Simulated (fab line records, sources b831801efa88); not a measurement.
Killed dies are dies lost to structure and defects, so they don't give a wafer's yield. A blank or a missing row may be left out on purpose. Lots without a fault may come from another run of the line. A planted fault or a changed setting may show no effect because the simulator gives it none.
A struck lot beside a sound one | flow sfq_line | 21 steps out of a route of 325
Sound: wafers L421.3, L421.4, L421.5. Struck: wafers L431.1, L431.2, L431.3. The cause comes at the end.
At each step with rows: each side's tool, then ch and its chambers, then its first start. Under that, the readings that differ: sound wafers | struck wafers | difference of the means | sigmas: that difference in standard deviations of wafers without a fault.
alike: readings whose means differ by less than 2 such deviations, and words and numbers that are the same on both sides. not compared: withheld readings, readings that some wafer has no value for, bounds like >300 that may hide the same value, and numbers for which the record gives no deviation and whose values overlap.
The two part at a step that has a row with sigmas, a row that says differs or no value, or rows on one side only. Numbers that don't overlap but have no deviation are shown without sigmas and don't part them. A reading that every wafer of one side lacks parts them only if that side has two wafers or more.

first, 1 step without rows for these wafers: SFQ_TRILAYER_JJ_TRILAYER_DEP_AL_OXIDATION_111 (oxidation time 600 s).
SFQ_TRILAYER_JJ_TRILAYER_DEP_SPUTTER_112: material Nb, target thk 170 nm, time 113.3 s.
  sound on pvd_sputter-04, day 49 23:23; struck on pvd_sputter-03, day 55 05:59
  alike: throttle_valve_pct
SFQ_JJ_RS_MEAS_929: measures by four-point-probe.
  sound on film_metro-03, day 49 23:30; struck on film_metro-02, day 55 06:04
  alike: JJ_NB_RS
then, 6 steps without rows for these wafers: SFQ_TRILAYER_JJ_CE_LITHO_COAT_119 (resist thk 62 nm); SFQ_TRILAYER_JJ_CE_LITHO_COAT_114 (resist thk 600 nm); SFQ_TRILAYER_JJ_CE_LITHO_SOFTBAKE_118; SFQ_TRILAYER_JJ_CE_LITHO_EXPOSE_115 (exposes mask J5, target cd 700 nm); SFQ_TRILAYER_JJ_CE_LITHO_PEB_117 (peb time 60 s); SFQ_TRILAYER_JJ_CE_LITHO_DEVELOP_116 (time 60 s).
-- the record jumps here: 5 days lie between the struck wafers' starts before and after --
SFQ_JJ_OVL_MEAS_931:
  sound on overlay-01, day 55 06:18; struck on overlay-02, day 60 06:20
  alike: J5_OVL
SFQ_TRILAYER_JJ_CE_METRO_MEASURE_117:
  sound on cd_sem-02, day 55 06:44; struck on cd_sem-01, day 60 06:23
  alike: cd_nm
SFQ_TRILAYER_JJ_CE_BARC_OPEN_RIE_150: chemistry O2, target BARC, target depth 240 nm, time 80 s.
  sound on rie_metal-02 ch 0,1, day 55 07:34; struck on rie_metal-02 ch 0,1, day 60 07:35
  no value came back on the struck wafers for bias_w (W), chamber_pressure_mTorr (mTorr), drypump_motor_current_A (A), oes_product_au (a.u.); on the sound wafers bias_w (W) reads 80.38 79.88 79.65
  not compared: rf_hours_counter_h
SFQ_TRILAYER_JJ_CE_ETCH_RIE_118: chemistry SF6, target Nb, stops on Al2O3, time 97.7 s, target depth 170 nm.
  sound on rie_metal-02 ch 0,1, day 55 07:40; struck on rie_metal-02 ch 0,1, day 60 07:40
  reading               | sound             | struck            | difference | sigmas
  oes_product_au (a.u.) | 0.980 0.996 1.004 | 0.377 0.372 0.373 | -0.619     | -94
  alike: bias_w, chamber_pressure_mTorr, drypump_motor_current_A
  not compared: rf_hours_counter_h
then, 1 step without rows for these wafers: SFQ_TRILAYER_JJ_ANODIZE_ANODIZE_119.
SFQ_TRILAYER_JJ_CE_STRIP_STRIP_120: strips in O2.
  sound on rie_metal-01 ch 0,1, day 55 08:28; struck on rie_metal-02 ch 0,1, day 60 08:17
  reading               | sound             | struck            | difference | sigmas
  oes_product_au (a.u.) | 0.999 1.004 1.006 | 0.975 0.988 0.995 | -0.017     | -2
  alike: chamber_pressure_mTorr, drypump_motor_current_A
  not compared: rf_hours_counter_h
then, 4 steps without rows for these wafers: SFQ_TRILAYER_JJ_CE_STRIP_SOLV_CLEAN_121 (cleans in NMP, time 600 s); SFQ_TRILAYER_M5_LITHO_COAT_128 (resist thk 62 nm); SFQ_TRILAYER_M5_LITHO_COAT_123 (resist thk 600 nm); SFQ_TRILAYER_M5_LITHO_SOFTBAKE_127.
-- the record jumps here: 5 days lie between the struck wafers' starts before and after --
SFQ_TRILAYER_M5_LITHO_EXPOSE_124: exposes mask M5, target cd 700 nm.
  sound on krf_scanner-02 ch 0, day 60 08:50; struck on krf_scanner-02, day 65 16:16
  no value came back on the struck wafers for exposure_dose_mJ_cm2, focus_offset_nm (nm); on the sound wafers exposure_dose_mJ_cm2 reads 14.402 14.396 14.402
  alike: mask
then, 1 step without rows for these wafers: SFQ_TRILAYER_M5_LITHO_PEB_126 (peb time 60 s).

WHERE THEY PART
First at SFQ_TRILAYER_JJ_CE_BARC_OPEN_RIE_150; last, within this record, at SFQ_TRILAYER_M5_LITHO_EXPOSE_124.

WHY: what the simulator had put in
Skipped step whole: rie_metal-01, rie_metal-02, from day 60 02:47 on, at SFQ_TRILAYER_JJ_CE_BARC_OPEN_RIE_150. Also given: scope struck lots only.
